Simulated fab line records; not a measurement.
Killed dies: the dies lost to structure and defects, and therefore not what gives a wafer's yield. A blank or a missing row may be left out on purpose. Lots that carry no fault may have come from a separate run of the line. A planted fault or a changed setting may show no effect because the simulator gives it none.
Chamber matching / flow sky130 / hdpcvd-02 running SKY_VIA3_HDPCVD_00: 3 sister chambers
The step deposits SiO2, target thk 1635 nm, time 272.5 s. 3 wafers are shown with their chamber, then 7 later ones without.

## WAFERS, EACH WITH ITS CHAMBER
wafer=L901.6; chamber=2; runLengthS (s)=300.4
wafer=L902.1; chamber=1; runLengthS (s)=300.9
wafer=L902.2; chamber=0; runLengthS (s)=300.9

## WAFERS WITHOUT THEIR CHAMBER
wafer=L902.5; runLengthS (s)=299.7
wafer=L903.3; runLengthS (s)=301.6
wafer=L903.4; runLengthS (s)=301.9
wafer=L903.5; runLengthS (s)=300.7
wafer=L909.3; runLengthS (s)=300.8
wafer=L911.4; runLengthS (s)=300.1
wafer=L911.5; runLengthS (s)=301.2

## WHICH CHAMBER EACH ONE RAN IN
wafer=L902.5; from the rows above=can't be placed: 2 or 0 or 1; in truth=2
wafer=L903.3; from the rows above=can't be placed: 0 or 1 or 2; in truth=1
wafer=L903.4; from the rows above=can't be placed: 0 or 1 or 2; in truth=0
wafer=L903.5; from the rows above=can't be placed: 0 or 1 or 2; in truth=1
wafer=L909.3; from the rows above=can't be placed: 0 or 1 or 2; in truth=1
wafer=L911.4; from the rows above=can't be placed: 2 or 0 or 1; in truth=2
wafer=L911.5; from the rows above=can't be placed: 0 or 1 or 2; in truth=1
Correctly placed: 0 of 7. Cannot be placed on the basis of these rows: 7; the candidates contain the true chamber in 7. Number placed wrongly: 0.
How it was worked out, from the rows above alone: a wafer's distance from a chamber is the root of the sum, over the readings, of the square of ((its reading less the chamber's mean) divided by the reading's scatter). If the next closest chamber is less than 2 further off than the closest, the wafer can't be placed; otherwise it belongs to the closest. A chamber's mean is the mean of its shown wafers. The scatter (one wafer shown for each chamber): square how far every hidden wafer sits from the nearest shown wafer, average those squares and take the square root.
